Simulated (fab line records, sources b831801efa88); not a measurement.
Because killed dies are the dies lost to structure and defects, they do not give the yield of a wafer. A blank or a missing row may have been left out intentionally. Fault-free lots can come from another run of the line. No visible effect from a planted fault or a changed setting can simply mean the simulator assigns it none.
Matching of chambers | flow sky130 | 4 sister chambers for SKY_VIA4_CMP_02 on cmp-02
The step polishes SiO2. 18 wafers are shown with their chamber, then 9 later ones without.

WAFERS WITH THEIR CHAMBER
wafer  | chamber | motor current A (A)
L586.2 | 1       | 12.0
L586.4 | 3       | 12.1
L586.5 | 1       | 12.2
L587.2 | 0       | 12.0
L587.5 | 3       | 12.5
L587.6 | 2       | 13.4
L589.2 | 1       | 11.5
L589.3 | 0       | 11.9
L589.5 | 3       | 11.9
L593.1 | 3       | 12.5
L593.2 | 1       | 12.1
L593.6 | 1       | 12.9
L594.1 | 0       | 12.1
L594.4 | 2       | 13.9
L594.6 | 0       | 12.3
L595.4 | 2       | 13.1
L595.5 | 1       | 11.4
L595.6 | 0       | 11.9

SIGNATURES (means of the wafers above)
reading         | chamber 0 | chamber 1 | chamber 2 | chamber 3 | scatter within a chamber
motor current A | 12.040    | 12.017    | 13.467    | 12.250    | 0.394
Rule: for each reading, subtract the chamber's mean from the wafer's reading, divide by that reading's scatter and square the result; add these up over the readings and take the root, which gives the wafer's distance from the chamber. If the next closest chamber is less than 2 further off than the closest, the wafer can't be placed; otherwise it belongs to the closest. How the scatter is found: for the shown wafers, subtract from each reading the mean of its chamber, square and add these, divide the total by (wafers less chambers), then take the root.

WAFERS WITH NO CHAMBER GIVEN
wafer  | motor current A (A)
L600.1 | 11.9
L600.5 | 12.4
L600.6 | 13.1
L603.1 | 12.3
L603.3 | 12.2
L603.4 | 13.7
L607.3 | 11.4
L607.4 | 13.0
L607.5 | 11.9

WHICH CHAMBER EACH WENT THROUGH
wafer  | from the rows above               | in truth
L600.1 | can't be placed: 1 or 0 or 3      | 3
L600.5 | can't be placed: 3 or 0 or 1      | 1
L600.6 | can't be placed: 2 or 3 or 0 or 1 | 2
L603.1 | can't be placed: 3 or 0 or 1      | 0
L603.3 | can't be placed: 3 or 0 or 1      | 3
L603.4 | 2                                 | 2
L607.3 | can't be placed: 1 or 0 or 3      | 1
L607.4 | can't be placed: 2 or 3 or 0 or 1 | 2
L607.5 | can't be placed: 1 or 0 or 3      | 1
Placed correctly: 1 of 9. These rows do not allow placing 8 (true chamber among the candidates in 8). 0 placed wrongly.
